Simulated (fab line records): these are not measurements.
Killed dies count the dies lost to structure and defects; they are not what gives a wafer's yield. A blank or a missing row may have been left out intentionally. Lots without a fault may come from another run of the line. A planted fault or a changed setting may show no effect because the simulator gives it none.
The tool behind it: which one? || flow gf180mcu || 12 lots with 36 wafers sampled at 4 steps, on a route of 602 steps

## WHAT EACH GAUGE READ, for each wafer
GF_V4_THK_MEAS_25: measures by xrf.
{"lot": "L075", "measured": "day 24 13:28", "on": "film_metro-01", "V4_W_THK (nm)": "368 371 366"}
{"lot": "L077", "measured": "day 25 16:11", "on": "film_metro-03", "V4_W_THK (nm)": "376 366 374"}
{"lot": "L079", "measured": "day 26 18:07", "on": "film_metro-04", "V4_W_THK (nm)": "363 361 365"}
{"lot": "L081", "measured": "day 27 04:08", "on": "film_metro-03", "V4_W_THK (nm)": "370 371 364"}
{"lot": "L083", "measured": "day 27 11:24", "on": "film_metro-01", "V4_W_THK (nm)": "365 363 365"}
{"lot": "L085", "measured": "day 28 05:01", "on": "film_metro-03", "V4_W_THK (nm)": "372 371 370"}
{"lot": "L087", "measured": "day 28 17:43", "on": "film_metro-04", "V4_W_THK (nm)": "365 366 370"}
{"lot": "L089", "measured": "day 29 05:07", "on": "film_metro-04", "V4_W_THK (nm)": "377 369 367"}
{"lot": "L091", "measured": "day 29 13:22", "on": "film_metro-03", "V4_W_THK (nm)": "378 368 368"}
{"lot": "L093", "measured": "day 30 08:02", "on": "film_metro-03", "V4_W_THK (nm)": "369 366 367"}
{"lot": "L095", "measured": "day 30 16:53", "on": "film_metro-04", "V4_W_THK (nm)": "359 363 358"}
{"lot": "L097", "measured": "day 31 08:46", "on": "film_metro-01", "V4_W_THK (nm)": "374 369 373"}

## WHAT TOOL EACH LOT RAN ON (gives the tool, then ch and the chambers of the sampled wafers, and finally the start)
{"lot": "L075", "GF_STI_CMP_25": "cmp-01 ch 0,1,2, day 2 09:48", "GF_V3_CVD_02": "pecvd-02 ch 1,2, day 21 12:13", "GF_V4_STRIP_18": "plasma_asher-03 ch 0,1, day 24 12:36"}
{"lot": "L077", "GF_STI_CMP_25": "cmp-01 ch 1,2, day 2 19:39", "GF_V3_CVD_02": "pecvd-02 ch 0,1,2, day 22 16:45", "GF_V4_STRIP_18": "plasma_asher-02 ch 0,1, day 25 15:15"}
{"lot": "L079", "GF_STI_CMP_25": "cmp-01 ch 1,2, day 3 05:04", "GF_V3_CVD_02": "pecvd-02 ch 0,2, day 23 22:57", "GF_V4_STRIP_18": "plasma_asher-01 ch 0,1, day 26 17:12"}
{"lot": "L081", "GF_STI_CMP_25": "cmp-01 ch 0,2, day 3 17:56", "GF_V3_CVD_02": "pecvd-02 ch 1,2, day 24 10:52", "GF_V4_STRIP_18": "plasma_asher-01 ch 0,1, day 27 03:15"}
{"lot": "L083", "GF_STI_CMP_25": "cmp-01 ch 2,3, day 4 01:18", "GF_V3_CVD_02": "pecvd-04 ch 1,2, day 24 18:50", "GF_V4_STRIP_18": "plasma_asher-03 ch 0,1, day 27 10:30"}
{"lot": "L085", "GF_STI_CMP_25": "cmp-01 ch 0,3, day 4 14:02", "GF_V3_CVD_02": "pecvd-04 ch 0,1,2, day 25 13:16", "GF_V4_STRIP_18": "plasma_asher-02 ch 0,1, day 28 04:08"}
{"lot": "L087", "GF_STI_CMP_25": "cmp-02 ch 0,1,3, day 4 23:43", "GF_V3_CVD_02": "pecvd-01 ch 0,2, day 26 03:46", "GF_V4_STRIP_18": "plasma_asher-01 ch 0, day 28 16:51"}
{"lot": "L089", "GF_STI_CMP_25": "cmp-02 ch 0,1, day 5 08:51", "GF_V3_CVD_02": "pecvd-04 ch 0,1, day 26 13:27", "GF_V4_STRIP_18": "plasma_asher-01 ch 0,1, day 29 04:14"}
{"lot": "L091", "GF_STI_CMP_25": "cmp-01 ch 0,1,3, day 5 19:08", "GF_V3_CVD_02": "pecvd-04 ch 0,1,2, day 26 22:02", "GF_V4_STRIP_18": "plasma_asher-03 ch 0,1, day 29 12:31"}
{"lot": "L093", "GF_STI_CMP_25": "cmp-01 ch 1,2,3, day 6 05:58", "GF_V3_CVD_02": "pecvd-01 ch 0,2, day 27 17:10", "GF_V4_STRIP_18": "plasma_asher-03 ch 1, day 30 07:08"}
{"lot": "L095", "GF_STI_CMP_25": "cmp-01 ch 0,1, day 6 16:13", "GF_V3_CVD_02": "pecvd-04 ch 0,1, day 28 04:16", "GF_V4_STRIP_18": "plasma_asher-02 ch 0,1, day 30 15:56"}
{"lot": "L097", "GF_STI_CMP_25": "cmp-01 ch 1,2,3, day 7 04:21", "GF_V3_CVD_02": "pecvd-02 ch 0,1,2, day 28 20:38", "GF_V4_STRIP_18": "plasma_asher-02 ch 0,1, day 31 07:52"}
- GF_STI_CMP_25: polishes, stops on Si3N4, t overpolish 33 s, target thk 524.6 nm.
- GF_V3_CVD_02: deposits SiO2 from TEOS, target thk 850 nm, time 94.851 s.
- GF_V4_STRIP_18: strips in O2/N2.

## THE ANSWER, worked out from the rows above alone
Rule: usual is defined by the lots themselves. The widest of any qualifying gaps counts: lots, ordered by their means at a reading, are off when they make up no more than a third of the lots, leave a main group of 4 or more, and stand apart from it by 3 or more times the standard deviation of that group's means. If all means in a main group match to the digits the tables above print for the reading, that group is not used. Also off: a lot with no number at a reading for which 4 or more lots have one. Where the step has rows for the other lots, those lots are counted as sound.
Across all readings shown, no lot is off: no conclusion can be drawn from this.

## WHAT THE SIMULATOR HAD INSERTED
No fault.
